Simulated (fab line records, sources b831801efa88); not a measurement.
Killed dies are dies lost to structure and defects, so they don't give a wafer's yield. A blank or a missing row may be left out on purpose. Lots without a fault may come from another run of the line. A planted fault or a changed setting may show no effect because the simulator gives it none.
fab line records | flow sfq_line
record lots=14 wafers=42 last_day=97
route steps=325 shown I3@133
lots that met no fault: from a run of the same line without faults
start_h: hours from the record's first day to the start of the lot's first wafer shown | wait_h: hours since the lot's step before | " the same as in the row above | L1.1+2: a row that stands for several wafers | - no value, or no start given | * or withheld: withheld | < > ~ a bound
route shown NAME@n: a module of which the file shows steps, and the number in the route of the first | usual: mean/standard deviation of fault-free wafers | same: alike in all rows | chamber/n: place in a boat | sites: the reading at each site | _std_site: their standard deviation | _edge_site: outer sites' mean less inner sites' | radius_mm: how far each site lies from the wafer's centre | mask NAME#n: copy n | behind: the tool/chamber that last shaped the wafer | hold: why the lot was held/for how many hours/how that ended | device: the transistor (n, p or np) that didn't switch | end of line: the same wafers' tests at the end of the route | a step without rows: its recipe alone | killed: dies lost to structure and defects at the first sort, not the wafer's yield | map: a wafer's dies, x killed, . not, _ none there
set.NAME: the setting as run; set.NAME@STEP: as run at that earlier step | model.NAME: the simulator's own value behind a step, which no gauge read
steps of the route over a sample of lots; a table a step, a row a wafer
services: from which hour (start_h, from the record's first day; less than 0 if before it) a tool's chamber was out of use, for how many hours, and why
## steps
# step SFQ_TRILAYER_I3_DEP_PECVD_081
# recipe material=SiO2 temp_c=150 time_s=111.11 pressure_torr=2.4 rf_w=183.3 precursor=SiH4/N2O target_thk_nm=500
# usual heater_power_w=75/11 run_length_s=139.0/0.47 throttle_valve_pct=24.8/1.4
# columns lot.wafer tool chamber start_h wait_h heater_power_w run_length_s throttle_valve_pct
L620.1 pecvd-01 0 1095.98 0.0 69 138.9 26.2
L620.2 " 2 " " 65 139.3 26.3
L620.5 " 2 " " 67 138.2 26.1
L621.1 pecvd-02 2 1103.00 0.0 79 139.5 24.6
L621.5 " 0 " " 82 138.5 25.6
L621.6 " 2 " " 81 139.3 24.3
L623.3 pecvd-03 2 1144.95 0.0 62 139.3 24.5
L623.4 " 0 " " 75 139.5 21.6
L623.6 " 1 " " 69 138.7 23.2
L625.1 pecvd-02 2 1162.69 0.0 85 139.4 24.3
L625.3 " 1 " " 82 138.2 26.2
L625.6 " 0 " " 95 139.0 25.4
L626.3 pecvd-01 1 1183.22 0.0 81 139.7 24.5
L626.4 " 2 " " 55 138.7 26.4
L626.6 " 0 " " 69 139.1 26.5
L629.3 pecvd-03 0 1206.14 0.0 80 139.8 22.1
L629.5 " 2 " " 64 138.7 25.3
L629.6 " 0 " " 79 140.0 22.0
L630.3 pecvd-03 1 1218.14 0.0 68 138.7 23.7
L630.4 " 0 " " 67 170.0 21.8
L630.5 " 2 " " 52 138.6 25.0
L631.1 pecvd-03 1 1222.94 0.0 72 138.6 23.5
L631.2 " 2 " " 58 138.4 25.1
L631.4 " 0 " " 67 169.5 22.2
L632.3 pecvd-02 2 1232.54 0.0 82 139.1 24.2
L632.4 " 2 " " 83 139.2 24.2
L632.5 " 1 " " 85 138.7 26.3
L638.2 pecvd-01 0 1284.19 0.0 64 139.1 26.9
L638.5 " 1 " " 77 139.7 24.8
L638.6 " 2 " " 65 138.6 26.9
L639.3 pecvd-02 1 1285.63 0.0 77 138.2 26.3
L639.4 " 1 " " 80 138.3 26.3
L639.5 " 0 " " 93 138.5 25.3
L640.2 pecvd-02 1 1297.65 0.0 88 138.2 26.3
L640.3 " 2 " " 81 139.3 24.4
L640.4 " 0 " " 93 139.1 25.5
L641.1 pecvd-03 2 1309.84 0.0 64 138.8 25.7
L641.5 " 0 " " 77 139.2 21.8
L641.6 " 2 " " 50 138.9 25.7
L642.1 pecvd-01 1 1315.43 0.0 80 139.7 24.7
L642.4 " 0 " " 68 139.5 27.0
L642.6 " 1 " " 80 139.6 24.5
# step SFQ_TRILAYER_I3_CMP_CMP_082
# recipe material=SiO2 down_force_psi=3 platen_rpm=60 pad_velocity_m_s=0.94248
# usual motor_current_A=10.4/1.1 time_to_endpoint_s=217/6.5
# columns lot.wafer tool chamber start_h wait_h motor_current_A time_to_endpoint_s
L620.1 cmp-01 2 1096.96 0.9 11.9 208
L620.2 " 1 1098.46 2.4 9.9 212
L620.5 " 3 1099.46 3.4 9.3 208
L621.1 cmp-01 2 1104.08 1.0 12.2 209
L621.5 " 0 1105.08 2.0 9.8 218
L621.6 " 1 " " 10.4 219
L623.4 cmp-01 0 1147.23 2.2 9.7 217
L623.3 " 1 " " 10.6 215
L623.6 " 0 1149.23 4.2 9.7 217
L625.1 cmp-02 1 1166.61 3.9 10.3 214
L625.3 " 2 " " 10.2 217
L625.6 " 2 1169.11 6.3 10.2 229
L626.4 cmp-02 2 1185.11 1.8 10.6 218
L626.3 " 0 1186.11 2.9 9.2 220
L626.6 " 1 " " 10.0 220
L629.3 cmp-01 0 1209.63 3.4 10.0 210
L629.6 " 1 " " 10.3 211
L629.5 " 2 " " 12.2 212
L630.4 cmp-02 3 1219.02 0.8 12.3 318
L630.3 " 2 1220.52 2.3 9.3 212
L630.5 " 0 1221.52 3.3 8.7 225
L631.2 cmp-02 2 1225.02 2.0 9.8 210
L631.4 " 0 1226.02 3.0 8.5 330
L631.1 " 1 " " 10.7 209
L632.4 cmp-02 0 1237.02 4.4 9.1 222
L632.3 " 1 " " 10.8 210
L632.5 " 1 1239.52 6.9 10.5 219
L638.2 cmp-02 3 1287.90 3.7 12.3 218
L638.6 " 0 " " 8.4 230
L638.5 " 1 " " 10.0 219
L639.4 cmp-02 0 1289.40 3.7 9.0 219
L639.3 " 1 " " 10.5 221
L639.5 " 1 1291.90 6.2 10.5 222
L640.3 cmp-01 3 1297.73 0.0 9.2 206
L640.4 " 1 1298.73 1.0 10.7 220
L640.2 " 2 " " 11.4 214
L641.1 cmp-02 3 1312.66 2.8 12.3 214
L641.5 " 0 " " 8.5 226
L641.6 " 1 " " 10.6 225
L642.1 cmp-02 1 1316.05 0.6 10.2 219
L642.4 " 2 " " 10.2 231
L642.6 " 1 1318.20 2.7 10.5 233
## services
# columns tool chamber start_h hours kind
cmp-02 - 1075.39 5.9 pm
cmp-02 - 1091.56 4.0 pm
cmp-01 - 1091.61 0.4 repair
cmp-01 - 1107.48 0.3 repair
pecvd-03 - 1113.02 0.7 repair
pecvd-02 - 1122.56 0.8 repair
pecvd-03 - 1129.71 1.3 repair
cmp-02 - 1138.63 1.0 repair
pecvd-02 0 1155.07 3.8 repair
cmp-01 - 1173.15 1.4 repair
pecvd-03 - 1194.53 5.5 pm
pecvd-02 2 1197.81 4.2 repair
cmp-02 - 1199.33 3.7 pm
pecvd-01 1 1220.01 3.8 repair
cmp-01 - 1226.43 8.8 repair
pecvd-02 - 1236.77 1.7 repair
pecvd-01 2 1249.19 21.7 repair
cmp-01 - 1258.02 4.0 pm
pecvd-02 1 1258.51 3.5 repair
cmp-02 - 1260.49 0.8 repair
pecvd-01 - 1261.01 1.2 repair
pecvd-01 - 1288.17 6.0 pm
cmp-01 - 1306.96 1.9 repair
pecvd-02 - 1316.75 14.0 pm
## key
first_sign step=SFQ_TRILAYER_I3_DEP_PECVD_081 reading=run_length_s direction=up sigmas=65 usual=* struck=*
effect step=SFQ_TRILAYER_I3_CMP_CMP_082 reading=time_to_endpoint_s direction=up sigmas=17 usual=* struck=*
met_at SFQ_TRILAYER_I3_DEP_PECVD_081
struck_lots L630,L631
struck_wafers L630.4,L631.4
onset_between 1206.14 1218.14
fault kind=process_parameter_drift tool=pecvd-03 chamber=0 onset_h=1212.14 steps=SFQ_TRILAYER_I3_DEP_PECVD_081 channel=time_s offset=* shape=step end_h=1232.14 acts_in=* stated=*
